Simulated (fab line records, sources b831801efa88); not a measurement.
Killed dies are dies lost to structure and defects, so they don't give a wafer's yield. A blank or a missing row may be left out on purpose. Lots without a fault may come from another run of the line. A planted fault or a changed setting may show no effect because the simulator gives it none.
fab line records | flow gf180mcu
record lots=6 wafers=18 last_day=34
route steps=602 shown TOP_METAL@577 PASSIVATION@587
lots that met no fault: from a run of the same line without faults
start_h: hours from the record's first day to the start of the lot's first wafer shown | wait_h: hours since the lot's step before | " the same as in the row above | L1.1+2: a row that stands for several wafers | - no value, or no start given | * or withheld: withheld | < > ~ a bound
route shown NAME@n: a module of which the file shows steps, and the number in the route of the first | usual: mean/standard deviation of fault-free wafers | same: alike in all rows | chamber/n: place in a boat | sites: the reading at each site | _std_site: their standard deviation | _edge_site: outer sites' mean less inner sites' | radius_mm: how far each site lies from the wafer's centre | mask NAME#n: copy n | behind: the tool/chamber that last shaped the wafer | hold: why the lot was held/for how many hours/how that ended | device: the transistor (n, p or np) that didn't switch | end of line: the same wafers' tests at the end of the route | a step without rows: its recipe alone | killed: dies lost to structure and defects at the first sort, not the wafer's yield | map: a wafer's dies, x killed, . not, _ none there
set.NAME: the setting as run; set.NAME@STEP: as run at that earlier step | model.NAME: the simulator's own value behind a step, which no gauge read
lots at some steps of the route; a table a step, a row a wafer
services: from which hour (start_h, from the record's first day; less than 0 if before it) a tool's chamber was out of use, for how many hours, and why
## steps
# step GF_TOP_METAL_SOFTBAKE_10
# recipe temp_c=90 time_s=60 resist=NOVOLAK
# step GF_TOP_METAL_EXPOSE_11
# recipe mask_id=MetalTop target_cd_nm=440 na=0.6 source_shape=conventional sigma_outer=0.6 dose_mj=170
# step GF_TOP_METAL_PEB_12
# recipe temp_c=withheld time_s=* resist=NOVOLAK
# step GF_TOP_METAL_DEVELOP_13
# recipe develop_time_s=60 dev_temp_c=23
# step GF_TOP_METAL_CD_MEAS_14
# recipe target_cd_nm=440
# usual cd_nm=440.3/2.2
# columns lot.wafer tool chamber start_h wait_h cd_nm
L186.1 cd_sem-02 - 699.80 0.1 440.6
L186.2 " - " " 441.0
L186.3 " - " " 441.8
L193.1 cd_sem-02 - 747.50 0.1 438.6
L193.2 " - " " 436.8
L193.4 " - " " 439.1
L196.4 cd_sem-01 - 770.61 0.1 441.5
L196.5 " - " " 439.4
L196.6 " - " " 439.6
L198.1 cd_sem-01 - 780.55 0.1 440.3
L198.2 " - " " 440.2
L198.4 " - " " 440.3
L200.2 cd_sem-02 - 789.22 0.1 439.7
L200.4 " - " " 436.9
L200.6 " - " " 440.9
L202.2 cd_sem-02 - 797.12 0.1 443.1
L202.4 " - " " 442.1
L202.6 " - " " 441.5
# step GF_TOP_METAL_OVL_MEAS_15
# usual TOP_METAL_OVL=0.5/1.5
# columns lot.wafer tool chamber start_h wait_h TOP_METAL_OVL[nm]
L186.1 overlay-01 - 699.92 0.1 -0.3
L186.2 " - " " -0.3
L186.3 " - " " -0.3
L193.1 overlay-01 - 747.62 0.1 -0.8
L193.2 " - " " -2.2
L193.4 " - " " -1.9
L196.4 overlay-02 - 770.69 0.1 0.0
L196.5 " - " " 1.5
L196.6 " - " " 1.6
L198.1 overlay-02 - 780.67 0.1 -0.2
L198.2 " - " " -2.1
L198.4 " - " " -0.4
L200.2 overlay-02 - 789.33 0.1 -0.4
L200.4 " - " " 0.0
L200.6 " - " " 0.9
L202.2 overlay-02 - 797.23 0.1 1.7
L202.4 " - " " 2.5
L202.6 " - " " 0.2
# step GF_TOP_METAL_METAL_ETCH_16
# recipe chemistry=Cl2/BCl3 mask_material=NOVOLAK target_depth_nm=1197 stop_on=SiO2 pressure_mtorr=8 icp_w=800 bias_w=140 Cl2_flow_sccm=80 bcl3_flow_sccm=40 time_s=199.5
# usual bias_w=140.0/0.36 drypump_motor_current_A=5.6/0.32 he_backside_leak_sccm=3.2/0.31 oes_product_au=0.990/0.0054 throttle_valve_pct=28.229/0.01
# columns lot.wafer tool chamber start_h wait_h bias_w drypump_motor_current_A he_backside_leak_sccm oes_product_au rf_hours_counter_h throttle_valve_pct
L186.1 rie_metal-01 0 699.96 0.0 140.3 5.7 3.0 0.993 7 28.221
L186.2 " 1 " " 140.4 5.3 3.3 0.994 15 28.236
L186.3 " 0 " " 139.9 5.7 3.0 0.995 - 28.207
L193.1 rie_metal-03 0 747.66 0.0 139.8 5.9 3.1 0.994 1 28.235
L193.2 " 1 " " 140.5 5.3 3.0 0.992 6 28.230
L193.4 " 0 " " 139.9 5.9 3.1 0.994 - 28.222
L196.4 rie_metal-03 1 770.77 0.1 140.0 5.3 3.0 0.993 - 28.240
L196.5 " 1 " " 139.5 5.3 3.1 0.997 - 28.237
L196.6 " 0 " " 140.3 5.9 3.5 0.999 - 28.228
L198.1 rie_metal-02 1 780.71 0.0 140.1 5.2 3.6 0.998 15 28.236
L198.2 " 0 " " 140.2 6.0 3.1 0.993 5 28.209
L198.4 " 1 " " 140.1 5.2 3.2 0.993 - 28.224
L200.2 rie_metal-02 0 789.36 0.0 139.7 6.0 3.3 0.996 6 28.227
L200.4 " 1 " " 139.9 5.2 3.2 0.978 - 28.209
L200.6 " 1 " " 139.8 5.2 3.5 0.996 - 28.235
L202.2 rie_metal-01 1 797.26 0.0 140.8 5.3 3.1 0.992 2 28.232
L202.4 " 0 " " 139.6 5.7 3.3 0.992 - 28.242
L202.6 " 0 " " 140.0 5.7 3.4 0.987 - 28.222
# step GF_TOP_METAL_STRIP_17
# recipe chemistry=O2/N2 power_w=1400 pressure_mtorr=1500 platen_temp_c=250 o2_flow_sccm=3000 n2_flow_sccm=300 overash_fraction=0.5
# usual drypump_motor_current_A=5.64/0.28 heater_power_w=356/36 o2_flow_sccm=3003/8.8 oes_product_au=0.710/0.0043 strip_time_to_endpoint_s=12.90/0.072
# columns lot.wafer tool chamber start_h wait_h drypump_motor_current_A heater_power_w o2_flow_sccm oes_product_au rf_hours_counter_h strip_time_to_endpoint_s
L186.1 plasma_asher-01 1 700.15 0.1 5.45 309 2973 0.709 107 12.95
L186.2 " 0 " " 4.96 295 3012 0.710 107 12.90
L186.3 " 0 " " 4.95 297 3010 0.708 - 12.93
L193.1 plasma_asher-03 1 747.85 0.1 5.59 365 3009 0.709 63 12.84
L193.2 " 0 " " 5.60 338 3007 0.713 63 12.88
L193.4 " 1 " " 5.59 364 3015 0.710 - 12.87
L196.4 plasma_asher-02 0 770.93 0.1 5.98 345 3001 0.717 - 12.97
L196.5 " 1 " " 5.99 430 3012 0.706 - 12.84
L196.6 " 0 " " 5.97 337 2997 0.710 - 12.78
L198.1 plasma_asher-03 0 780.90 0.1 5.59 341 3007 0.707 66 12.93
L198.2 " 1 " " 5.58 360 2991 0.702 66 12.83
L198.4 " 0 " " 5.62 355 2996 0.713 - 12.95
L200.2 plasma_asher-01 1 789.55 0.1 5.44 315 3005 0.710 5 12.77
L200.4 " 0 " " 4.94 298 2989 0.710 - 12.82
L200.6 " 1 " " 5.43 312 3015 0.717 - 12.85
L202.2 plasma_asher-02 0 797.45 0.1 5.96 342 3014 0.714 41 12.90
L202.4 " 1 " " 6.03 432 3011 0.714 - 12.97
L202.6 " 1 " " 6.04 423 3010 0.721 - 12.83
# step GF_TOP_METAL_STRIP_18
# recipe chemistry=post_etch_residue_remover time_s=1200 temp_c=72.5
# step GF_TOP_METAL_CLEAN_19
# recipe chemistry=DIW dry=n2_spin
# step GF_PASSIVATION_CVD_00
# recipe material=SiO2 target_thk_nm=1000 precursor=TEOS temp_c=400 time_s=111.95 rf_w=600
# usual heater_power_w=618/66
# columns lot.wafer tool chamber start_h wait_h heater_power_w
L186.1 pecvd-03 2 700.72 0.0 596
L186.2 " 0 " " 578
L186.3 " 1 " " 548
L193.1 pecvd-04 2 748.38 0.0 558
L193.2 " 0 " " 567
L193.4 " 1 " " 705
L196.4 pecvd-03 2 771.51 0.0 622
L196.5 " 1 " " 535
L196.6 " 0 " " 634
L198.1 pecvd-03 0 781.78 0.0 573
L198.2 " 1 " " 591
L198.4 " 1 " " 628
L200.2 pecvd-04 2 790.12 0.0 545
L200.4 " 1 " " 671
L200.6 " 0 " " 567
L202.2 pecvd-02 1 797.98 0.0 709
L202.4 " 1 " " 769
L202.6 " 0 " " 493
# step GF_PASSIVATION_THK_MEAS_01
# recipe reads=SiO2_of_PASSIVATION_CVD_00
# usual PASSIVATION_CVD_00_THK=999/14
# columns lot.wafer tool chamber start_h wait_h PASSIVATION_CVD_00_THK[nm]
L186.1 film_metro-04 - 700.80 0.0 1004
L186.2 " - " " 980
L186.3 " - " " 997
L193.1 film_metro-02 - 748.62 0.2 992
L193.2 " - " " 985
L193.4 " - " " 1031
L196.4 film_metro-02 - 771.58 0.0 1024
L196.5 " - " " 995
L196.6 " - " " 995
L198.1 film_metro-02 - 781.86 0.0 982
L198.2 " - " " 989
L198.4 " - " " 1002
L200.2 film_metro-01 - 790.21 0.0 998
L200.4 " - " " 1033
L200.6 " - " " 1003
L202.2 film_metro-04 - 798.07 0.0 996
L202.4 " - " " 996
L202.6 " - " " 1006
# step GF_PASSIVATION_CVD_02
# recipe material=Si3N4 target_thk_nm=700 time_s=486.18 temp_c=400 rf_w=450
# usual heater_power_w=672/71
# columns lot.wafer tool chamber start_h wait_h heater_power_w model.Si3N4_of_PASSIVATION_CVD_02.thk_nm
L186.1 pecvd-02 2 700.86 0.1 615 687.1
L186.2 " 0 " " 642 689
L186.3 " 1 " " 697 702
L193.1 pecvd-02 1 748.68 0.1 782 707.3
L193.2 " 2 " " 725 692.4
L193.4 " 2 " " 590 705.4
L196.4 pecvd-02 2 771.75 0.2 663 695.8
L196.5 " 0 " " 638 877.2
L196.6 " 1 " " 692 701.4
L198.1 pecvd-02 1 781.92 0.1 828 695.8
L198.2 " 0 " " 648 851
L198.4 " 0 " " 673 873.1
L200.2 pecvd-03 2 790.26 0.0 705 694.5
L200.4 " 1 " " 668 705.8
L200.6 " 0 " " 683 705.7
L202.2 pecvd-04 2 798.12 0.0 530 702.2
L202.4 " 0 " " 771 713.4
L202.6 " 1 " " 696 716
# step GF_PASSIVATION_THK_MEAS_03
# recipe reads=Si3N4_of_PASSIVATION_CVD_02
# usual PASSIVATION_CVD_02_THK=702/8.3
# columns lot.wafer tool chamber start_h wait_h PASSIVATION_CVD_02_THK[nm]
L186.1 film_metro-01 - 701.15 0.1 688
L186.2 " - " " 689
L186.3 " - " " 702
L193.1 film_metro-02 - 748.98 0.2 707
L193.2 " - " " 693
L193.4 " - " " 705
L196.4 film_metro-04 - 771.93 0.0 696
L196.5 " - " " 877
L196.6 " - " " 701
L198.1 film_metro-01 - 782.21 0.1 695
L198.2 " - " " 851
L198.4 " - " " 873
L200.2 film_metro-01 - 790.56 0.2 694
L200.4 " - " " 707
L200.6 " - " " 706
L202.2 film_metro-04 - 798.42 0.2 702
L202.4 " - " " 714
L202.6 " - " " 716
# step GF_PASSIVATION_DEHYDRATE_04
# recipe temp_c=200 time_s=60
# step GF_PASSIVATION_HMDS_05
# recipe prime_time_s=60 prime_temp_c=120
# step GF_PASSIVATION_COAT_06
# recipe spin_rpm=2000 resist_thk_nm=4000
# step GF_PASSIVATION_SOFTBAKE_07
# recipe temp_c=110 time_s=withheld
# step GF_PASSIVATION_EXPOSE_08
# recipe mask_id=Pad target_cd_nm=40000 na=0.57 dose_mj=310
# step GF_PASSIVATION_PEB_09
# recipe temp_c=115 time_s=withheld
# step GF_PASSIVATION_DEVELOP_10
# recipe develop_time_s=60 dev_temp_c=23
# step GF_PASSIVATION_ETCH_11
# recipe chemistry=CF4/O2 target_depth_nm=2040 stop_on=TiN source_w=800 bias_w=150 pressure_mtorr=150 cf4_flow_sccm=80 O2_flow_sccm=10 time_s=453.3
# usual bias_w=150.0/0.42 drypump_motor_current_A=5.9/0.45 oes_product_au=0.990/0.0059 throttle_valve_pct=5.969/0.0096
# columns lot.wafer tool chamber start_h wait_h bias_w drypump_motor_current_A oes_product_au rf_hours_counter_h throttle_valve_pct
L186.1 rie_diel-04 0 718.79 - 150.4 5.3 0.993 18 5.975
L186.2 " 3 " " 150.0 6.4 0.986 12 5.963
L186.3 " 2 " " 150.1 6.0 0.979 4 5.965
L193.1 rie_diel-02 0 764.45 - 150.4 6.4 0.991 6 5.971
L193.2 " 3 " " 150.2 6.4 0.990 2 5.986
L193.4 " 2 " " 149.1 6.4 0.982 9 5.961
L196.4 rie_diel-01 2 787.19 - 150.0 5.2 0.991 8 5.984
L196.5 " 1 " " 149.6 5.7 0.946 - 5.961
L196.6 " 0 " " 150.6 6.1 0.985 - 5.990
L198.1 rie_diel-01 0 797.19 - 149.9 6.1 0.980 2 5.960
L198.2 " 2 " " 149.8 5.2 0.990 8 5.972
L198.4 " 3 " " 148.9 5.7 0.951 19 5.963
L200.2 rie_diel-01 2 805.69 - 149.7 5.2 0.993 9 5.968
L200.4 " 1 " " 150.2 5.7 0.984 35 5.971
L200.6 " 1 " " 150.7 5.7 0.986 - 5.958
L202.2 rie_diel-01 3 812.80 - 149.9 5.7 0.986 20 5.984
L202.4 " 1 " " 149.9 5.7 0.996 36 5.977
L202.6 " 0 " " 150.7 6.1 0.978 - 5.966
# step GF_PASSIVATION_STRIP_12
# recipe chemistry=O2/N2 power_w=1400 pressure_mtorr=1550 platen_temp_c=250 o2_flow_sccm=3000 n2_flow_sccm=300 overash_fraction=0.5
# usual drypump_motor_current_A=5.7/0.37 heater_power_w=352/45 o2_flow_sccm=3000/11 oes_product_au=0.723/0.0046 strip_time_to_endpoint_s=32.69/0.23
# columns lot.wafer tool chamber start_h wait_h drypump_motor_current_A heater_power_w o2_flow_sccm oes_product_au rf_hours_counter_h strip_time_to_endpoint_s
L186.1 plasma_asher-01 0 719.06 0.1 5.0 302 3011 0.723 109 32.62
L186.2 " 1 " " 5.5 314 2986 0.717 109 32.79
L186.3 " 0 " " 5.0 300 3000 0.729 - 33.07
L193.1 plasma_asher-01 0 764.72 0.1 5.0 300 2994 0.719 2 32.79
L193.2 " 1 " " 5.4 313 3003 0.719 2 33.01
L193.4 " 0 " " 5.0 297 2999 0.713 - 32.96
L196.4 plasma_asher-02 0 787.49 0.2 6.0 332 2995 0.724 - 32.69
L196.5 " 0 " " 6.0 326 2996 0.725 - 32.81
L196.6 " 1 " " 6.0 425 3002 0.733 - 32.91
L198.1 plasma_asher-04 1 797.46 0.1 5.6 326 2998 0.726 97 32.90
L198.2 " 0 " " 6.1 370 2994 0.736 97 32.59
L198.4 " 0 " " 6.1 359 3006 0.718 - 32.77
L200.2 plasma_asher-01 0 805.96 0.1 5.0 302 3010 0.723 6 33.00
L200.4 " 1 " " 5.4 316 2990 0.711 - 32.80
L200.6 " 1 " " 5.4 319 2988 0.720 - 32.76
L202.2 plasma_asher-02 0 813.07 0.1 6.0 332 3016 0.723 43 32.62
L202.4 " 1 " " 6.0 422 3020 0.720 - 32.60
L202.6 " 0 " " 6.0 330 3006 0.728 - 32.90
## services
# columns tool chamber start_h hours kind
rie_diel-02 1 679.44 3.2 repair
rie_metal-02 - 686.72 1.7 repair
rie_metal-03 - 692.10 1.4 pm
rie_diel-04 - 699.36 1.2 repair
rie_diel-02 1 700.59 8.1 repair
rie_diel-01 - 702.45 0.3 repair
rie_diel-04 - 710.52 0.7 repair
pecvd-02 - 716.43 2.8 repair
pecvd-04 - 720.69 4.3 repair
rie_diel-02 - 728.91 2.8 pm
plasma_asher-01 - 733.75 9.0 pm
plasma_asher-01 0 733.75 9.0 vent_cycle
plasma_asher-01 1 733.75 9.0 vent_cycle
plasma_asher-01 0 742.75 - clean
rie_diel-01 - 751.09 2.8 pm
rie_diel-02 - 766.94 3.2 repair
plasma_asher-01 - 775.37 2.8 pm
rie_diel-02 - 778.42 36.3 repair
rie_metal-03 1 783.18 13.2 repair
plasma_asher-04 - 797.79 14.2 repair
rie_diel-02 2 798.23 5.6 repair
pecvd-02 - 799.38 14.0 pm
plasma_asher-02 - 804.83 0.4 repair
rie_metal-02 - 809.91 2.8 pm
## key
first_sign step=GF_PASSIVATION_THK_MEAS_03 reading=PASSIVATION_CVD_02_THK direction=up sigmas=20 usual=702 struck=867
effect step=GF_PASSIVATION_ETCH_11 reading=oes_product_au direction=down sigmas=4.7 usual=0.990 struck=0.962 wafers_moved=2
model_effect step=GF_PASSIVATION_CVD_02 value=Si3N4_of_PASSIVATION_CVD_02.thk_nm without=699.4 struck=867.1
met_at GF_PASSIVATION_CVD_02
struck_wafers L196.5,L198.2,L198.4
later_rows_left_out L196.5
sort_left_out L196.5
onset_between 700.86 771.75
fault kind=process_parameter_drift tool=pecvd-02 chamber=0 onset_h=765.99 steps=GF_PASSIVATION_CVD_02 channel=target_thk_nm offset=167.24 shape=step end_h=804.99 acts_in=these_recipes_only stated=700
# sort_left_out: the simulated sort isn't trusted on such a fault, so these wafers' sort isn't shown, and their yield isn't known
# later_rows_left_out: the simulator's readings of these wafers behind a module that went badly wrong aren't trusted and aren't shown, but for the sort
